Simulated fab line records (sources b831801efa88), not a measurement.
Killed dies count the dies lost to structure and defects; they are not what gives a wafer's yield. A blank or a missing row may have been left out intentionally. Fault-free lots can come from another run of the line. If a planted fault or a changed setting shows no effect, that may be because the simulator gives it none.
Problem report in the 8D (eight disciplines) form, filled by code + flow gf180mcu + the parts of the form that need people (team, actions taken, sign-off) are left out

## 1. THE ISSUE
Mean MVSD_TW at GF_MVSD_TW_MEAS_11: 1744 over 6 wafers in 2 lots; fault-free wafers: 1567, standard deviation 8. Relative to the usual mean, that is a shift of +22 standard deviations.
The first sign was on wafer L709.1 at day 8 17:46, on filmMetro-02. Wafers with a number at this step in the record: 39, from 13 lots. Rule for "out" (also "out of limits"): further than 4 standard deviations from the usual mean. Any other wafer with a number is counted as sound.

## 2. WHAT IT IS, WHAT IT ISN'T
| question                    | is                         | is not                                                              |
|-----------------------------|----------------------------|---------------------------------------------------------------------|
| which readings at this step | MVSD_TW                    | -                                                                   |
| which lots                  | L709, L711                 | L692, L693, L694, L696, L697, L700, L701, L703, L707, L708, L710    |
| which wafers of those lots  | all that have a number     | -                                                                   |
| read on which gauges        | filmMetro-02, filmMetro-04 | filmMetro-01                                                        |
| when                        | from day 8 17:46           | up to then (30 sound wafers); but 3 sound wafers of L710 came after |

## 3. SUSPECTS, AND WHAT RULES EACH OUT
Counting: any tool at a process step up to the reading is kept as a suspect provided that every lot that is out went through it and no sound lot did after the first of them.
- the gauge at GF_MVSD_TW_MEAS_11 is ruled out. 2 gauges (filmMetro-02, filmMetro-04) read the wafers that are out.
- implanter-02 at GF_MVSD_IMPLANT_08: kept. Every lot that is out went through it, starting with L709 (day 8 17:22), and after that it ran no sound lot; the last sound lot it ran before then is L703 (day 7 00:53). Its own readings are out on those wafers: tiltDeg.
After counting, what remains is implanter-02 at GF_MVSD_IMPLANT_08.

## 4. THE CAUSE (what the simulator had put in)
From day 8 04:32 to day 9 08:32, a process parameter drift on implanter-02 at GF_MVSD_IMPLANT_08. A move of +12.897 in setting tiltDeg, from 0. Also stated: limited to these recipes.
This tool alone remained once counting was done.

## 5. THE EFFECT CHAIN, in route order
One row per reading whose mean, taken over the struck wafers that have a number, lies over 3 standard deviations from the usual. Scope: only readings with a usual standard deviation given in the record; hours: median across lots of the time from each lot's start at the first step in this table that gives one to its start at this step; sigmas: change in usual standard deviations.
| hours | step               | reading | usual          | on struck wafers | change  | sigmas      |
|-------|--------------------|---------|----------------|------------------|---------|-------------|
| 0     | GF_MVSD_IMPLANT_08 | tiltDeg | -0.005 degrees | 12.878           | +12.883 | +99 or more |
| 0     | GF_MVSD_TW_MEAS_11 | MVSD_TW | 1567           | 1744             | +178    | +22         |
Here are the process steps it includes:
- GF_MVSD_IMPLANT_08
Readings that are blank on the struck wafers while sound wafers have them: MVSD_RS at GF_VT_IMPLANT_RS_MEAS_46.
Later measuring or inspecting steps at which every struck wafer that the step has a row for has a number for every such reading, and none has moved that far: GF_VT_IMPLANT_OVL_MEAS_40, GF_POLY_GATE_THK_MEAS_01.

## 6. HOW IT WOULD HAVE BEEN CAUGHT EARLIER
The first out-of-limits reading at a measuring or inspecting step in this record came at day 8 17:46, 13 hours after the fault's start at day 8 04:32.
Tool's own readings at GF_MVSD_IMPLANT_08, tiltDeg: out on all struck wafers the step has rows for; an alarm limit on them would have tripped on the first.
L711, from the lots that are out (2), started GF_MVSD_IMPLANT_08 on implanter-02 later than day 8 17:46. A tool hold placed at that time would have kept it from harm.
